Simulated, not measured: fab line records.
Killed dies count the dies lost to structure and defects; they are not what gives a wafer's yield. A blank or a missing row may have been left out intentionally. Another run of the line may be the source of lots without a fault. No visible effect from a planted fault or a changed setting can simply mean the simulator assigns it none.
Problem report in the 8D (eight disciplines) form, filled by code | flow sky130 | the parts of the form that need people (team, actions taken, sign-off) are left out

## 1. THE ISSUE
Wafers free of any fault read 180.3 nm (standard deviation 1.7) for POLY_GATE_CVD_00_THK at SKY_POLY_GATE_THK_MEAS_01, against a mean of 163.1 nm on 6 wafers of 2 lots. That puts it -10 standard deviations away from the usual mean.
The first sign was on wafer L920.1 at day 20 03:23, on film-metro-02. Wafers with a number at this step in the record: 30, from 10 lots. Rule for "out", or "out of limits": more than 4 standard deviations from the usual mean. The other wafers with a number count as sound.

## 2. WHAT IT IS; WHAT IT IS NOT
question                    | is                           | is not
which readings at this step | POLY_GATE_CVD_00_THK         | -
which lots                  | L920, L921                   | L904, L907, L908, L910, L913, L915, L916, L926
which wafers of those lots  | all that have a number       | -
read on which gauges        | film-metro-01, film-metro-02 | film-metro-03
when                        | from day 20 03:23            | up to then (21 sound wafers); but 3 sound wafers of L926 came after

## 3. SUSPECTS, AND WHAT RULES EACH OUT
Counting: any tool at a process step up to the reading is kept as a suspect provided that every lot that is out went through it and no sound lot did after the first of them.
- the gauge at SKY_POLY_GATE_THK_MEAS_01 has been ruled out. The wafers that are out were read on 2 gauges (film-metro-01, film-metro-02).
- lpcvd-01 at SKY_POLY_GATE_CVD_00 (deposits poly-Si, target thk 180 nm, time 720 s): ruled out as a lasting fault. Sound lots L926 ran on it after its first lot that is out, L920 (day 20 01:35).
Left after counting: nothing in the record.

## 4. THE CAUSE (what the simulator had put in)
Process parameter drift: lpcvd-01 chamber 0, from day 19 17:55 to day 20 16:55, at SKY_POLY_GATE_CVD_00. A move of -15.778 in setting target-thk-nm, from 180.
Counting ruled it out, wrongly: the rule takes a fault to strike every lot that its tool runs from its start on, and this one did not.

## 5. THE CHAIN OF EFFECTS, in route order
Each row: a reading where the mean over the struck wafers with a number is more than 3 standard deviations away from the usual. Scope: only readings with a usual standard deviation given in the record; hours: median across lots of the time from each lot's start at the first step in this table that gives one to its start at this step; sigmas: change in usual standard deviations.
hours | step                      | reading              | usual      | on struck wafers | change | sigmas
0     | SKY_POLY_GATE_THK_MEAS_01 | POLY_GATE_CVD_00_THK | 180.3 nm   | 163.1            | -17.2  | -10
64    | SKY_POLY_GATE_ETCH_17     | oes-product-au       | 0.984 a.u. | 0.927            | -0.056 | -5.1
Process steps it contains:
- SKY_POLY_GATE_ETCH_17: etches poly-Si in HBr/Cl2, stops on SiO2, target depth 180 nm, time 70.5 s.
Later steps that measure or inspect, where all struck wafers having a row at the step show a number for every such reading and not one has moved that far: SKY_VIA3_CD_MEAS_12.

## 6. WHAT WOULD HAVE CAUGHT IT SOONER
9 hours passed between the start of the fault at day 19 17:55 and the first reading out of limits at a measuring or inspecting step in this record, taken at day 20 03:23.
Tool readings at SKY_POLY_GATE_CVD_00 with a usual standard deviation given in the record: none out on any struck wafer, hence no alarm at a limit of 4 standard deviations on them.
